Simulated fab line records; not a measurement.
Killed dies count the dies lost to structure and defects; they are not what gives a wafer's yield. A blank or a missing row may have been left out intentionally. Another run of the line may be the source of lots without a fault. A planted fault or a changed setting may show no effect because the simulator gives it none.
Chamber matching :: flow sky130 :: SKY_VIA3_CMP_24 on cmp-01 has 4 sister chambers
The step polishes, stops on SiO2, t overpolish 20 s, target thk 0 nm. 4 wafers are shown with their chamber, then 12 later ones without.

== WAFERS, EACH WITH ITS CHAMBER ==
wafer: L091.6
chamber: 2
motorCurrentA (A): 9.3

wafer: L088.1
chamber: 0
motorCurrentA (A): 9.2

wafer: L088.4
chamber: 1
motorCurrentA (A): 11.2

wafer: L088.5
chamber: 3
motorCurrentA (A): 8.6

== WAFERS WITHOUT THEIR CHAMBER ==
wafer: L092.1
motorCurrentA (A): 11.1

wafer: L092.3
motorCurrentA (A): 8.8

wafer: L092.4
motorCurrentA (A): 8.9

wafer: L094.3
motorCurrentA (A): 10.1

wafer: L094.5
motorCurrentA (A): 9.9

wafer: L094.6
motorCurrentA (A): 11.7

wafer: L095.3
motorCurrentA (A): 9.9

wafer: L095.4
motorCurrentA (A): 11.6

wafer: L095.6
motorCurrentA (A): 10.0

wafer: L097.2
motorCurrentA (A): 10.1

wafer: L097.4
motorCurrentA (A): 8.8

wafer: L097.5
motorCurrentA (A): 11.0

== THE CHAMBER EACH PASSED THROUGH ==
wafer: L092.1
from the rows above: 1
in truth: 1

wafer: L092.3
from the rows above: can't be placed: 3 or 0 or 2
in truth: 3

wafer: L092.4
from the rows above: can't be placed: 0 or 3 or 2
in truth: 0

wafer: L094.3
from the rows above: can't be placed: 2 or 0 or 1 or 3
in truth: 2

wafer: L094.5
from the rows above: can't be placed: 2 or 0 or 1 or 3
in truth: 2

wafer: L094.6
from the rows above: 1
in truth: 1

wafer: L095.3
from the rows above: can't be placed: 2 or 0 or 1 or 3
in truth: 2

wafer: L095.4
from the rows above: 1
in truth: 1

wafer: L095.6
from the rows above: can't be placed: 2 or 0 or 1 or 3
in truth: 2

wafer: L097.2
from the rows above: can't be placed: 2 or 0 or 1 or 3
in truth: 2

wafer: L097.4
from the rows above: can't be placed: 3 or 0 or 2
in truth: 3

wafer: L097.5
from the rows above: 1
in truth: 1
4 of 12 placed correctly. Unplaceable from these rows: 8, with the true chamber sitting among the candidates in 8. Number placed wrongly: 0.
How it was worked out, from the rows above alone: a wafer's distance from a chamber is the root of the sum, over the readings, of the square of ((its reading less the chamber's mean) divided by the reading's scatter). If the next closest chamber is less than 2 further off than the closest, the wafer can't be placed; otherwise it belongs to the closest. For every chamber, the mean is computed from those of its wafers that are shown. The scatter: with one shown wafer a chamber, the root of the mean of the squares of how far each hidden wafer lies from its nearest shown one.
